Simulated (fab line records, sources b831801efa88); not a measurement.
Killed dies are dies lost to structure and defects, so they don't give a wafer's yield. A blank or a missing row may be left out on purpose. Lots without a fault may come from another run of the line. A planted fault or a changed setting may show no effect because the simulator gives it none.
One fault seen from 2 desks | flow sfq_line | each desk has only its own numbers; what lay behind them comes last

THE METROLOGY DESK
What the gauges read, lot by lot, whatever tool the lot ran on: means of the sampled wafers that have a number. A lot is out of limits, marked OUT, if its mean lies more than 4 standard deviations from the usual mean; the brackets give that distance.
Columns: A = M0_NB_RS at SFQ_M0_RS_MEAS_904, usual 0.891 ohm/sq; B = M5_OVL at SFQ_M5_OVL_MEAS_932, usual -4 nm
lot  | first seen here | A               | B
L384 | day 7 06:49     | 0.886           | -3
L385 | day 7 12:49     | 0.884           | -8
L386 | day 7 18:47     | 0.897           | 4
L389 | day 9 02:15     | 0.883           | -6
L390 | day 9 15:44     | 0.726 (-19) OUT | -6
L391 | day 10 00:10    | 0.738 (-18) OUT | -7
L397 | day 11 17:07    | 0.883           | -6
L400 | day 12 16:01    | 0.890           | -8
L402 | day 13 07:43    | 0.889           | 2
L403 | day 13 13:43    | 0.900           | -8
L404 | day 14 02:54    | 0.894           | -1
L405 | day 14 12:32    | 0.886           | 1
L406 | day 14 16:06    | 0.884           | 5
L407 | day 15 04:06    | 0.885           | 0
This desk's finding: out of limits on L390, L391; first on L390, day 9 15:44 (M0_NB_RS at SFQ_M0_RS_MEAS_904). In limits: L384, L385, L386, L389, L397, L400, L402, L403, L404, L405, L406, L407.

THE TOOL OWNER'S DESK: pvd_sputter-06
The tool's own readings at SFQ_TRILAYER_M0_DEP_SPUTTER_019 (material Nb, target thk 200 nm, time 133.3 s): means of the sampled wafers that have a number, for each lot that ran on this tool. A lot is out of limits, marked OUT, if its mean lies more than 4 standard deviations from the usual mean; the brackets give that distance.
Columns: A = cathode_dc_power_W at SFQ_TRILAYER_M0_DEP_SPUTTER_019, usual 2000.0 W; B = throttle_valve_pct at SFQ_TRILAYER_M0_DEP_SPUTTER_019, usual 30.2 %
lot  | first seen here | A      | B
L384 | day 7 06:41     | 1999.9 | 29.5
L385 | day 7 12:41     | 2000.4 | 30.2
L386 | day 7 18:42     | 1999.7 | 30.0
L390 | day 9 15:38     | 1999.8 | 30.7
L391 | day 10 00:02    | 2000.2 | 30.8
L400 | day 12 15:53    | 1999.6 | 29.7
L402 | day 13 07:37    | 2000.1 | 30.1
L403 | day 13 13:37    | 1999.8 | 29.7
L405 | day 14 12:25    | 2000.0 | 29.4
L406 | day 14 16:01    | 2000.0 | 29.6
This desk's finding: nothing out of limits on any of the 10 lots.

PUT TOGETHER
The metrology desk could have raised an alarm at day 9 15:44, on L390, L391.
The tool owner's desk saw nothing out of limits.
The tool owner's desk has L390, L391 on record, within its limits.
Of the lots named, all ran SFQ_TRILAYER_M0_DEP_SPUTTER_019 on pvd_sputter-06.

WHAT THE SIMULATOR HAD PUT IN
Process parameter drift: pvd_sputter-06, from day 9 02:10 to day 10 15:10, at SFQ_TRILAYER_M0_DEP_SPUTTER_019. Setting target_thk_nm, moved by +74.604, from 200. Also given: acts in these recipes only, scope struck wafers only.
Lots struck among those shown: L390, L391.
Hours from the fault's start to each desk's first reading out of limits: the metrology desk, 14.
